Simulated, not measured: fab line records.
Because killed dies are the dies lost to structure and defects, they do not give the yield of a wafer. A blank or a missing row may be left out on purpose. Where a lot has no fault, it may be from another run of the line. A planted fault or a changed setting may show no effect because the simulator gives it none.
Which tool did it? + flow sky130 + 12 lots, 36 wafers sampled, at 2 steps of a route of 708

== WHAT THE GAUGES SHOWED, per wafer ==
SKY_VIA4_RS_MEAS_19: a four-point-probe measurement. Usual: VIA4_W_RS gives 0.2254 ohm/sq (standard deviation 0.0021).
| lot  | measured     | on            | VIA4_W_RS (ohm/sq)   | flag |
|------|--------------|---------------|----------------------|------|
| L582 | day 43 01:46 | film metro-03 | 0.2253 0.2244 0.2223 |      |
| L583 | day 43 15:13 | film metro-03 | 0.2246 0.2256 0.2266 |      |
| L584 | day 43 20:50 | film metro-03 | 0.2239 0.2243 0.2245 |      |
| L586 | day 44 01:01 | film metro-01 | 0.2261 0.2278 0.2252 |      |
| L585 | day 44 01:14 | film metro-03 | 0.2260 0.2246 0.2236 |      |
| L590 | day 45 06:02 | film metro-02 | 0.2277 0.2262 0.2235 |      |
| L592 | day 46 03:25 | film metro-01 | 0.2267 0.2235 0.2264 |      |
| L594 | day 46 10:08 | film metro-02 | 0.2264 0.2238 0.2247 |      |
| L595 | day 46 11:59 | film metro-02 | 0.2294 0.2287 0.2259 |      |
| L598 | day 47 05:08 | film metro-02 | 0.2237 0.2261 0.2257 |      |
| L600 | day 47 13:32 | film metro-01 | 0.2262 0.2260 0.2261 |      |
| L603 | day 47 23:38 | film metro-03 | 0.2229 0.2199 0.2216 |      |

== WHICH TOOL RAN EACH LOT (tool, then ch and the chambers of the sampled wafers, then the start) ==
| lot  | SKY_VIA4_ETCH_12                   |
|------|------------------------------------|
| L582 | rie diel-03 ch 0,1, day 43 00:52   |
| L583 | rie diel-01 ch 0,2,3, day 43 14:19 |
| L584 | rie diel-03 ch 1,3, day 43 19:58   |
| L586 | rie diel-01 ch 0,1,3, day 44 00:01 |
| L585 | rie diel-03 ch 1,2, day 44 00:19   |
| L590 | rie diel-01 ch 1,2, day 45 05:07   |
| L592 | rie diel-04 ch 1,2, day 46 02:28   |
| L594 | rie diel-01 ch 0,3, day 46 09:13   |
| L595 | rie diel-03 ch 0,2,3, day 46 11:07 |
| L598 | rie diel-04 ch 0,1,2, day 47 04:13 |
| L600 | rie diel-01 ch 0,1, day 47 12:37   |
| L603 | rie diel-04 ch 1,2, day 47 22:44   |
- SKY_VIA4_ETCH_12: etches SiO2 in C4F8/O2/Ar, stops on TiN, target depth 580 nm.

== AS READ BY THE TOOLS THEMSELVES (means over the sampled wafers that have a number; for cases with no such wafer, the mark the record gives instead) ==
SKY_VIA4_ETCH_12. Usual: oes product au at 0.926 a.u., with a standard deviation of 0.005.
| lot  | tool        | oes product au (a.u.) | flag |
|------|-------------|-----------------------|------|
| L582 | rie diel-03 | 0.924                 |      |
| L583 | rie diel-01 | 0.924                 |      |
| L584 | rie diel-03 | 0.924                 |      |
| L586 | rie diel-01 | 0.922                 |      |
| L585 | rie diel-03 | 0.923                 |      |
| L590 | rie diel-01 | 0.927                 |      |
| L592 | rie diel-04 | 0.929                 |      |
| L594 | rie diel-01 | 0.931                 |      |
| L595 | rie diel-03 | 0.926                 |      |
| L598 | rie diel-04 | 0.926                 |      |
| L600 | rie diel-01 | 0.926                 |      |
| L603 | rie diel-04 | 0.925                 |      |

== THE ANSWER, worked out from the rows above alone ==
Rule: lot off if the mean of its wafers having a number is beyond 3 standard deviations from the usual mean. A lot without any number at a reading at which 4 lots or more have one is off too. All remaining lots with rows at the step are treated as sound. Order of review: gauges by route order, followed by the tools' own readings, for which a lot's mean as printed above is used. The first step at which some lot is off is used, and at that step the reading that is off furthest; a lot without a number counts as furthest.
Nothing can be told from this: no lot is off at any reading shown.

== WHAT THE SIMULATOR HAD INSERTED ==
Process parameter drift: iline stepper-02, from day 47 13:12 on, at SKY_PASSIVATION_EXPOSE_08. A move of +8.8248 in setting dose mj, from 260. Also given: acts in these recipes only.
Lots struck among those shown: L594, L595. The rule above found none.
